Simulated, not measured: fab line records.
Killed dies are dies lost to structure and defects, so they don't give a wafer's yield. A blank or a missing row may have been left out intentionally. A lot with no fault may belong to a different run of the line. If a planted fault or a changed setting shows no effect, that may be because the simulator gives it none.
8D (eight disciplines) problem report, filled in by code | flow sky130 | the parts of the form that need people (team, actions taken, sign-off) are left out

## 1. THE PROBLEM
Mean of killed_at_M0_to_M3 at SKY_PAD_OPEN_PROBE_99: 94 across 2 wafers in 2 lots; on wafers with no fault it is 43 (standard deviation 5.9). Measured from the usual mean, that is +8.6 standard deviations.
First seen on wafer L452.6, day 46 22:01, on prober-02. The record has a number at this step for 6 wafers belonging to 2 lots. The rule behind "out" and "out of limits": a value lying over 4 standard deviations away from the usual mean. The rest of the wafers with a number are treated as sound.

## 2. WHAT IT IS; WHAT IT IS NOT
question                    | is                                                                                                       | is not
which readings at this step | killed_at_M0_to_M3, defect-limited-yield, killed-dies, sort_bin_3_pad_short, sort-n-pass, sort-yield-pct | killed_at_M4_up, killed-at-contacts, killed-at-front-end, killed-at-other, killed-open, killed-short, sort_bin_6_memory
which lots                  | L452, L453                                                                                               | -
which wafers of those lots  | L452.6, L453.4                                                                                           | L452.2, L452.3, L453.3, L453.5
read on which tools         | prober-01, prober-02                                                                                     | -
when                        | from day 46 22:01                                                                                        | up to then (2 sound wafers); but 2 sound wafers of L453 came after

## 3. SUSPECTS, AND WHAT RULES EACH OUT
Counting: any tool at a process step up to the reading remains a suspect provided it ran every lot that is out. Sound lots after the first of them don't rule it out here, since some wafers of a struck lot are sound.
- rie-diel-02 at SKY_VIA3_ETCH_15 (etches SiO2 in C4F8/O2/Ar, stops on TiN, target depth 507 nm, time 78 s): kept. It ran every lot that is out, first L452 (day 40 22:15).
- rie-diel-02, SKY_VIA3_ETCH_15: wafers that are out in chamber 0, sound lot-mates in chambers 2, 3.
Remaining after the count: rie-diel-02 at SKY_VIA3_ETCH_15.

## 4. THE CAUSE (what the simulator had put in)
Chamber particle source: rie-diel-02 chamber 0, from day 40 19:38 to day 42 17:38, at SKY_VIA3_ETCH_15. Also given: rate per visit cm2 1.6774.
After counting, this tool was the only one left.

## 5. THE CHAIN OF EFFECTS, in route order
Each row: a reading where the mean over the struck wafers with a number is more than 3 standard deviations away from the usual. Only readings for which the record gives a usual standard deviation are gone through. hours: the time from each lot's start at the first step in this table that gives one to its start at this step, as a median over the lots. sigmas: the change in usual standard deviations.
hours | step                  | reading              | usual  | on struck wafers | change | sigmas
0     | SKY_PAD_OPEN_PROBE_99 | defect-limited-yield | 82.5 % | 72.1             | -10.4  | -5.8
0     | SKY_PAD_OPEN_PROBE_99 | killed_at_M0_to_M3   | 43     | 94               | +51    | +8.6
0     | SKY_PAD_OPEN_PROBE_99 | killed-dies          | 86     | 138              | +52    | +5.7
0     | SKY_PAD_OPEN_PROBE_99 | sort_bin_3_pad_short | 0.9 %  | 4.5              | +3.6   | +8.0
0     | SKY_PAD_OPEN_PROBE_99 | sort_bin_5_function  | 10.3 % | 16.7             | +6.4   | +4.6
0     | SKY_PAD_OPEN_PROBE_99 | sort-n-pass          | 406    | 354              | -52    | -5.7
0     | SKY_PAD_OPEN_PROBE_99 | sort-yield-pct       | 82.5 % | 72.1             | -10.4  | -5.8
Its process steps:
- SKY_PAD_OPEN_PROBE_99

## 6. WHAT WOULD HAVE CAUGHT IT SOONER
First out-of-limits reading in this record: day 46 22:01, which is 146 hours after fault onset at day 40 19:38.
No tool reading at SKY_VIA3_ETCH_15 that has a usual standard deviation in the record was out on any struck wafer, so an alarm limit of 4 standard deviations on those readings would not have fired.
All the lots that are out (2) had begun SKY_VIA3_ETCH_15 on rie-diel-02 by day 46 22:01. A hold on the tool at that time would have spared none of them.
